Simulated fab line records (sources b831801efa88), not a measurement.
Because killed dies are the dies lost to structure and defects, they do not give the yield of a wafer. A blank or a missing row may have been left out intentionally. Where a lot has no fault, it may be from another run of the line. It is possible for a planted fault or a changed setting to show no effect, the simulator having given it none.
Lot-split experiment / flow sky130 / 23 wafers read from 5 lots, route of 708 steps

## SPLIT DETAILS
At SKY_VIA4_HDPCVD_00 (deposits SiO2, target thk 1750 nm, time 291.7 s), the setting timeS was moved away from the recipe's 291.7 s on 10 of the 23 wafers read, by -14.7% to -7.0%. For the rest of the wafers, this setting stayed at what the recipe calls for.

Between the split and the reading, the file records no step.

## THE READING
VIA4_HDPCVD_THK in nanometres, read at SKY_VIA4_THK_MEAS_01. Typical for fault-free wafers on this fab line: 1748 nm, with standard deviation 18 nm.

wafer=L074.2; tool, chamber at the split=hdpcvd-01, 0; timeS as run, s=291.7; against the recipe=recipe; VIA4_HDPCVD_THK, nm=1705; against lot-mates on the recipe=-
wafer=L074.3; tool, chamber at the split=hdpcvd-01, 2; timeS as run, s=291.7; against the recipe=recipe; VIA4_HDPCVD_THK, nm=1733; against lot-mates on the recipe=-
wafer=L074.4; tool, chamber at the split=hdpcvd-01, 1; timeS as run, s=291.7; against the recipe=recipe; VIA4_HDPCVD_THK, nm=1724; against lot-mates on the recipe=-
wafer=L075.1; tool, chamber at the split=hdpcvd-01, 1; timeS as run, s=248.9; against the recipe=-14.7%; VIA4_HDPCVD_THK, nm=1472; against lot-mates on the recipe=-287
wafer=L075.2; tool, chamber at the split=hdpcvd-01, 2; timeS as run, s=291.7; against the recipe=recipe; VIA4_HDPCVD_THK, nm=1769; against lot-mates on the recipe=-
wafer=L075.3; tool, chamber at the split=hdpcvd-01, 0; timeS as run, s=248.9; against the recipe=-14.7%; VIA4_HDPCVD_THK, nm=1501; against lot-mates on the recipe=-258
wafer=L075.5; tool, chamber at the split=hdpcvd-01, 1; timeS as run, s=291.7; against the recipe=recipe; VIA4_HDPCVD_THK, nm=1749; against lot-mates on the recipe=-
wafer=L075.6; tool, chamber at the split=hdpcvd-01, 2; timeS as run, s=248.9; against the recipe=-14.7%; VIA4_HDPCVD_THK, nm=1496; against lot-mates on the recipe=-263
wafer=L080.1; tool, chamber at the split=hdpcvd-02, 1; timeS as run, s=271.2; against the recipe=-7.0%; VIA4_HDPCVD_THK, nm=1629; against lot-mates on the recipe=-110
wafer=L080.2; tool, chamber at the split=hdpcvd-02, 0; timeS as run, s=271.2; against the recipe=-7.0%; VIA4_HDPCVD_THK, nm=1639; against lot-mates on the recipe=-100
wafer=L080.3; tool, chamber at the split=hdpcvd-02, 2; timeS as run, s=291.7; against the recipe=recipe; VIA4_HDPCVD_THK, nm=1744; against lot-mates on the recipe=-
wafer=L080.4; tool, chamber at the split=hdpcvd-02, 0; timeS as run, s=271.2; against the recipe=-7.0%; VIA4_HDPCVD_THK, nm=1652; against lot-mates on the recipe=-88
wafer=L080.5; tool, chamber at the split=hdpcvd-02, 2; timeS as run, s=291.7; against the recipe=recipe; VIA4_HDPCVD_THK, nm=1735; against lot-mates on the recipe=-
wafer=L083.1; tool, chamber at the split=hdpcvd-01, 0; timeS as run, s=248.8; against the recipe=-14.7%; VIA4_HDPCVD_THK, nm=1474; against lot-mates on the recipe=-276
wafer=L083.2; tool, chamber at the split=hdpcvd-01, 2; timeS as run, s=248.8; against the recipe=-14.7%; VIA4_HDPCVD_THK, nm=1499; against lot-mates on the recipe=-251
wafer=L083.3; tool, chamber at the split=hdpcvd-01, 1; timeS as run, s=291.7; against the recipe=recipe; VIA4_HDPCVD_THK, nm=1756; against lot-mates on the recipe=-
wafer=L083.5; tool, chamber at the split=hdpcvd-01, 1; timeS as run, s=291.7; against the recipe=recipe; VIA4_HDPCVD_THK, nm=1759; against lot-mates on the recipe=-
wafer=L083.6; tool, chamber at the split=hdpcvd-01, 0; timeS as run, s=291.7; against the recipe=recipe; VIA4_HDPCVD_THK, nm=1735; against lot-mates on the recipe=-
wafer=L085.1; tool, chamber at the split=hdpcvd-01, 2; timeS as run, s=265.7; against the recipe=-8.9%; VIA4_HDPCVD_THK, nm=1596; against lot-mates on the recipe=-173
wafer=L085.2; tool, chamber at the split=hdpcvd-01, 0; timeS as run, s=291.7; against the recipe=recipe; VIA4_HDPCVD_THK, nm=1771; against lot-mates on the recipe=-
wafer=L085.3; tool, chamber at the split=hdpcvd-01, 1; timeS as run, s=291.7; against the recipe=recipe; VIA4_HDPCVD_THK, nm=1771; against lot-mates on the recipe=-
wafer=L085.4; tool, chamber at the split=hdpcvd-01, 0; timeS as run, s=265.7; against the recipe=-8.9%; VIA4_HDPCVD_THK, nm=1604; against lot-mates on the recipe=-165
wafer=L085.6; tool, chamber at the split=hdpcvd-01, 2; timeS as run, s=291.7; against the recipe=recipe; VIA4_HDPCVD_THK, nm=1765; against lot-mates on the recipe=-

FIT RESULTS
A straight line over all 23 wafers: VIA4_HDPCVD_THK changes by +17.4 nm for each +1% of timeS; r = +0.99; the points scatter about the line by 18 nm.
The same after taking each lot's own level away (the mean of its wafers on the recipe; 23 wafers): +18 nm for each +1%; r = +0.99; scatter 14 nm.
On that fit, the largest move of timeS shifts the reading by 2.7e+02 nm.
Measured against the standard deviation above, the lots' own levels, which go from 1720.7 to 1769.0 nm, span 2.7 times it.
Hence the lot-to-lot level has little effect on the slope; both slopes agree.
Check: with one of the wafers moved furthest among these (-14.7%) left out of the fit, the line predicts -260 nm for it against its lot-mates. It came out at -276 nm against them.

## THE OTHER SPLITS THESE WAFERS WENT THROUGH
Other splits were also applied to these wafers ahead of the reading. Each is held against what the fit with the lots' levels taken away leaves over:
other split on the same wafers=SKY_METAL4_METAL_ETCH_18 timeS; wafers away from the commonest value=11; r with VIA4_HDPCVD_THK (lot level and that fit taken away)=-0.47

## THE WHOLE CHAIN: every reading that the file lists as answering this split, in the file's order
step=SKY_VIA4_HDPCVD_00; what it does=deposits SiO2, target thk 1750 nm, time 291.7 s; reading=SiO2_of_VIA4_HDPCVD_00.thkNm (the simulator's own value, which no gauge read); change (the file's fit)=+17.9 nm for each +1% of the setting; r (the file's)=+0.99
step=SKY_VIA4_THK_MEAS_01; what it does=; reading=VIA4_HDPCVD_THK; change (the file's fit)=+17.9 for each +1% of the setting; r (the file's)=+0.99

## THE FILE'S OWN FIT
VIA4_HDPCVD_THK changes by +17.9 nm for each +1% of timeS, r = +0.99.
